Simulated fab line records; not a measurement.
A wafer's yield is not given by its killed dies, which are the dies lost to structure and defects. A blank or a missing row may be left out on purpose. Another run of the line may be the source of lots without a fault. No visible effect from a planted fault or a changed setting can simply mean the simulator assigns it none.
What tool caused it? ; flow gf180mcu ; 13 lots, 39 wafers sampled, at 3 steps of a route of 602

## WHAT THE GAUGES SHOWED, per wafer
GF_HV_LDD_OVL_MEAS_47. Usual: for HV_LDD_03_OVL the level is -0.7 nm and the standard deviation is 1.4.
lot;measured;on;HV_LDD_03_OVL (nm);flag
L598;day 12 13:25;overlay-02;0.5 1.4 1.2;
L600;day 13 06:53;overlay-01;-0.3 -1.7 -2.4;
L601;day 13 14:41;overlay-01;0.6 -2.0 -1.6;
L602;day 14 00:49;overlay-01;-1.4 0.6 0.6;
L604;day 14 19:17;overlay-01;-1.8 -2.2 -1.2;
L606;day 15 04:55;overlay-02;-1.6 -0.9 0.1;
L609;day 16 16:07;overlay-01;-106.3 -107.2 -105.5;OFF
L610;day 16 23:59;overlay-01;-110.1 -109.5 -110.7;OFF
L611;day 17 07:10;overlay-02;-109.2 -108.3 -109.4;OFF
L612;day 17 20:32;overlay-01;-110.1 -109.8 -109.8;OFF
L618;day 19 10:44;overlay-02;1.3 -0.8 0.2;
L619;day 19 17:01;overlay-02;1.2 0.0 1.9;
L620;day 20 03:07;overlay-02;-1.3 -2.4 -1.5;

GF_PSD_CD_MEAS_07 targets a cd of 400 nm. Usual: cd_nm 400.3 nm, standard deviation 2.1.
lot;measured;on;cd_nm (nm);flag
L598;day 14 10:22;cd_sem-02;403.3 399.8 402.4;
L600;day 15 03:40;cd_sem-01;394.7 395.3 394.6;
L601;day 15 11:08;cd_sem-02;399.6 398.7 399.6;
L602;day 15 22:37;cd_sem-01;400.4 398.6 398.4;
L604;day 16 17:59;cd_sem-01;397.6 399.8 400.8;
L606;day 17 04:23;cd_sem-02;402.3 401.0 402.3;
L609;day 18 18:28;cd_sem-02;402.5 403.6 404.3;
L610;day 19 02:17;cd_sem-02;401.3 400.8 400.9;
L611;day 19 10:19;cd_sem-02;399.0 401.0 400.7;
L612;day 19 23:48;cd_sem-01;398.2 397.6 400.0;
L618;day 21 14:29;cd_sem-01;399.2 401.1 401.6;
L619;day 21 20:00;cd_sem-01;400.4 398.9 400.4;
L620;day 22 06:06;cd_sem-01;400.6 400.2 401.7;

## WHAT TOOL EACH LOT RAN ON (gives the tool, then ch and the chambers of the sampled wafers, and finally the start)
lot;GF_HV_LDD_EXPOSE_43
L598;iline_stepper-02 ch 0, day 12 04:18
L600;iline_stepper-02 ch 0, day 12 21:23
L601;iline_stepper-02 ch 0, day 13 05:32
L602;iline_stepper-02 ch 0, day 13 14:05
L604;iline_stepper-02 ch 0, day 14 08:34
L606;iline_stepper-01 ch 0, day 14 18:43
L609;iline_stepper-02 ch 0, day 16 04:51
L610;iline_stepper-02 ch 0, day 16 12:20
L611;iline_stepper-02 ch 0, day 16 20:16
L612;iline_stepper-02 ch 0, day 17 09:00
L618;iline_stepper-01 ch 0, day 18 22:55
L619;iline_stepper-01 ch 0, day 19 04:45
L620;iline_stepper-01 ch 0, day 19 14:56
- GF_HV_LDD_EXPOSE_43: exposes mask Pplus HV AREA, target cd 400 nm.

## WHAT THE TOOLS THEMSELVES READ (means of the sampled wafers that have a number; where no wafer has one, the mark that the record gives instead)
The record holds no such reading with a usual standard deviation.

## THE ANSWER, worked out from the rows above alone
Rule: take the mean of a lot's wafers that have a number; if it is more than 3 standard deviations from the usual mean, the lot is off. Also off: a lot with no number at a reading for which 4 or more lots have one. All remaining lots with rows at the step are treated as sound. First the gauges in route order, then the tools' own readings, where a lot's mean is used as printed above. The first step at which some lot is off is used, and at that step the reading that is off furthest; a lot without a number counts as furthest.
Off: L609, L610, L611, L612, seen at GF_HV_LDD_OVL_MEAS_47 (HV_LDD_03_OVL).
If a tool, at a process step before that reading, ran all the lots that are off and no sound lot after the first of them, it fits. The gauges at GF_HV_LDD_OVL_MEAS_47 are tried like those tools. One candidate fits, namely iline_stepper-02 at GF_HV_LDD_EXPOSE_43. A fault onset in the window from L604 (day 14 08:34, its last sound lot) to L609 (day 16 04:51, its first lot off) fits.

## WHAT THE SIMULATOR HAD INSERTED
Scanner matching overlay: iline_stepper-02, from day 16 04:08 on, at GF_HV_LDD_EXPOSE_43. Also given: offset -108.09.
Shown lots that were struck: L609, L610, L611, L612. This agrees with what the rule above found.
